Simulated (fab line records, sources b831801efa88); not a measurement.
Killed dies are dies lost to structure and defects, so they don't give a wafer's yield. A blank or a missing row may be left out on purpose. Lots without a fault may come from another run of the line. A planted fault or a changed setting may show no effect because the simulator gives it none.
Which tool did it? | flow gf180mcu | 11 lots, 33 wafers sampled, at 5 steps of a route of 602

WHAT THE GAUGES READ, wafer by wafer
GF_M4_RS_MEAS_05: measures by four-point-probe.
lot  | measured     | on            | M4_ALCU_RS (ohm/sq)
L685 | day 22 19:32 | film_metro-02 | 0.0702 0.0699 0.0718
L686 | day 23 08:04 | film_metro-02 | 0.0694 0.0700 0.0697
L687 | day 23 19:18 | film_metro-02 | 0.0701 0.0689 0.0698
L688 | day 24 01:36 | film_metro-04 | 0.0683 0.0693 0.0692
L689 | day 24 09:10 | film_metro-02 | 0.0690 0.0692 0.0678
L690 | day 24 14:11 | film_metro-02 | 0.0717 0.0718 0.0708
L691 | day 25 00:12 | film_metro-04 | 0.0710 0.0703 0.0695
L694 | day 26 00:34 | film_metro-04 | 0.0697 0.0693 0.0688
L703 | day 28 15:59 | film_metro-04 | 0.0691 0.0699 0.0698
L704 | day 28 20:26 | film_metro-03 | 0.0688 0.0696 0.0694
L707 | day 29 19:34 | film_metro-03 | 0.0697 0.0694 0.0694

GF_V4_THK_MEAS_03.
lot  | measured     | on            | V4_CVD_02_THK (nm)
L685 | day 23 18:44 | film_metro-03 | 841 841 855
L686 | day 24 07:56 | film_metro-04 | 845 860 859
L687 | day 24 18:20 | film_metro-03 | 855 853 850
L688 | day 25 00:24 | film_metro-04 | 849 852 874
L689 | day 25 06:53 | film_metro-04 | 862 864 866
L690 | day 25 12:24 | film_metro-03 | 869 858 853
L691 | day 25 21:55 | film_metro-04 | 840 859 852
L694 | day 26 22:17 | film_metro-04 | 850 852 861
L703 | day 29 12:25 | film_metro-03 | 832 842 841
L704 | day 29 16:26 | film_metro-03 | 845 861 861
L707 | day 30 15:04 | film_metro-03 | 846 852 862

WHICH TOOL RAN EACH LOT (tool, then ch and the chambers of the sampled wafers, then the start)
lot  | GF_M4_SPUTTER_04             | GF_M4_METAL_ETCH_16               | GF_M4_STRIP_17
L685 | pvd_sputter-04, day 22 19:28 | rie_metal-03 ch 1, day 23 17:53   | plasma_asher-04 ch 0,1, day 23 17:59
L686 | pvd_sputter-03, day 23 07:59 | rie_metal-04 ch 0, day 24 07:00   | plasma_asher-04 ch 0,1, day 24 07:11
L687 | pvd_sputter-02, day 23 19:14 | rie_metal-03 ch 0,1, day 24 17:29 | plasma_asher-02 ch 0, day 24 17:35
L688 | pvd_sputter-02, day 24 01:34 | rie_metal-02 ch 0,1, day 24 23:28 | plasma_asher-04 ch 0,1, day 24 23:34
L689 | pvd_sputter-03, day 24 09:04 | rie_metal-02 ch 0,1, day 25 06:03 | plasma_asher-04 ch 0,1, day 25 06:10
L690 | pvd_sputter-03, day 24 14:06 | rie_metal-03 ch 0,1, day 25 11:32 | plasma_asher-01 ch 0,1, day 25 11:39
L691 | pvd_sputter-04, day 25 00:10 | rie_metal-02 ch 0,1, day 25 21:04 | plasma_asher-04 ch 0,1, day 25 21:10
L694 | pvd_sputter-04, day 26 00:31 | rie_metal-02 ch 0,1, day 26 21:25 | plasma_asher-02 ch 0,1, day 26 21:31
L703 | pvd_sputter-02, day 28 15:56 | rie_metal-04 ch 0,1, day 29 11:34 | plasma_asher-01 ch 0,1, day 29 11:40
L704 | pvd_sputter-04, day 28 20:22 | rie_metal-04 ch 0,1, day 29 15:35 | plasma_asher-04 ch 0,1, day 29 15:42
L707 | pvd_sputter-02, day 29 19:31 | rie_metal-02 ch 0,1, day 30 14:12 | plasma_asher-01 ch 1, day 30 14:19
- GF_M4_SPUTTER_04: material TiN, target thk 50 nm, time 41.7 s.
- GF_M4_METAL_ETCH_16: etches the open film in Cl2/BCl3, stops on SiO2, target depth 627.5 nm, time 104.6 s.
- GF_M4_STRIP_17: strips in O2/N2.

WHAT THE TOOLS THEMSELVES READ (means of the sampled wafers that have a number; where no wafer has one, the mark that the record gives instead)
GF_M4_SPUTTER_04.
lot  | tool           | throttle_valve_pct (%)
L685 | pvd_sputter-04 | 29.4
L686 | pvd_sputter-03 | 29.1
L687 | pvd_sputter-02 | 31.8
L688 | pvd_sputter-02 | 31.0
L689 | pvd_sputter-03 | 30.0
L690 | pvd_sputter-03 | 29.8
L691 | pvd_sputter-04 | 29.5
L694 | pvd_sputter-04 | 29.8
L703 | pvd_sputter-02 | 31.8
L704 | pvd_sputter-04 | 29.9
L707 | pvd_sputter-02 | 31.7

GF_M4_METAL_ETCH_16.
lot  | tool         | drypump_motor_current_A (A) | oes_product_au (a.u.) | throttle_valve_pct (%)
L685 | rie_metal-03 | 5.7                         | 0.963                 | 28.258
L686 | rie_metal-04 | 5.0                         | 0.971                 | 28.253
L687 | rie_metal-03 | 5.8                         | 0.979                 | 28.250
L688 | rie_metal-02 | 5.3                         | 0.977                 | 28.246
L689 | rie_metal-02 | 5.3                         | 0.975                 | 28.250
L690 | rie_metal-03 | 5.7                         | 0.961                 | 28.251
L691 | rie_metal-02 | 5.7                         | 0.968                 | 28.252
L694 | rie_metal-02 | 5.3                         | 0.974                 | 28.238
L703 | rie_metal-04 | 5.1                         | 0.979                 | 28.244
L704 | rie_metal-04 | 5.1                         | 0.975                 | 28.246
L707 | rie_metal-02 | 5.7                         | 0.965                 | 28.255

GF_M4_STRIP_17.
lot  | tool            | drypump_motor_current_A (A) | heater_power_w (W) | n2_flow_sccm (sccm) | oes_product_au (a.u.) | strip_time_to_endpoint_s (s)
L685 | plasma_asher-04 | 5.9                         | 338                | 300.5               | 0.560                 | 7.97
L686 | plasma_asher-04 | 5.5                         | 327                | 300.1               | 0.564                 | 7.96
L687 | plasma_asher-02 | 6.1                         | 343                | 298.9               | 0.563                 | 7.95
L688 | plasma_asher-04 | 5.5                         | 323                | 299.5               | 0.564                 | 7.92
L689 | plasma_asher-04 | 5.8                         | 336                | 300.6               | 0.562                 | 7.90
L690 | plasma_asher-01 | 5.8                         | 306                | 300.8               | 0.566                 | 7.96
L691 | plasma_asher-04 | 5.5                         | 326                | 299.7               | 0.554                 | 7.86
L694 | plasma_asher-02 | 6.0                         | 342                | 299.3               | 0.552                 | 7.85
L703 | plasma_asher-01 | 5.8                         | 308                | 300.1               | 0.542                 | 7.47
L704 | plasma_asher-04 | 5.9                         | 332                | 300.4               | 0.543                 | 7.49
L707 | plasma_asher-01 | 6.3                         | 275                | 299.7               | 0.554                 | 7.92

THE ANSWER, worked out from the rows above alone
Rule: what is usual is taken from the lots themselves. Put in order of their means at a reading, lots are off if they are a third of the lots or fewer, leave a main group of 4 or more, and stand apart from it by a gap of 3 or more times the standard deviation of the main group's means; of several such gaps the widest counts. A main group whose means are all the same, to the digits that the tables above print for the reading, isn't used. A lot without any number at a reading at which 4 lots or more have one is off too. The other lots that the step has rows for count as sound. The gauges are gone through in route order, then the tools' own readings, and for those a lot's mean is taken as printed above. The first step at which some lot is off is used, and at that step the reading that is off furthest; a lot without a number counts as furthest.
Off: L703, L704, at GF_M4_STRIP_17 (strip_time_to_endpoint_s). The main group: mean 7.92 s, standard deviation 0.041.
A tool fits if, at that step or a process step before it, it ran every lot that is off, and no sound lot after the first of them. One fits: rie_metal-04 at GF_M4_METAL_ETCH_16. Its last sound lot is L686 (day 24 07:00), its first lot that is off L703 (day 29 11:34): a fault that began between those two fits.

WHAT THE SIMULATOR HAD PUT IN
Process parameter drift: rie_metal-04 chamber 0, from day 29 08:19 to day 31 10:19, at GF_M4_METAL_ETCH_16. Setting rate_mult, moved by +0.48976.
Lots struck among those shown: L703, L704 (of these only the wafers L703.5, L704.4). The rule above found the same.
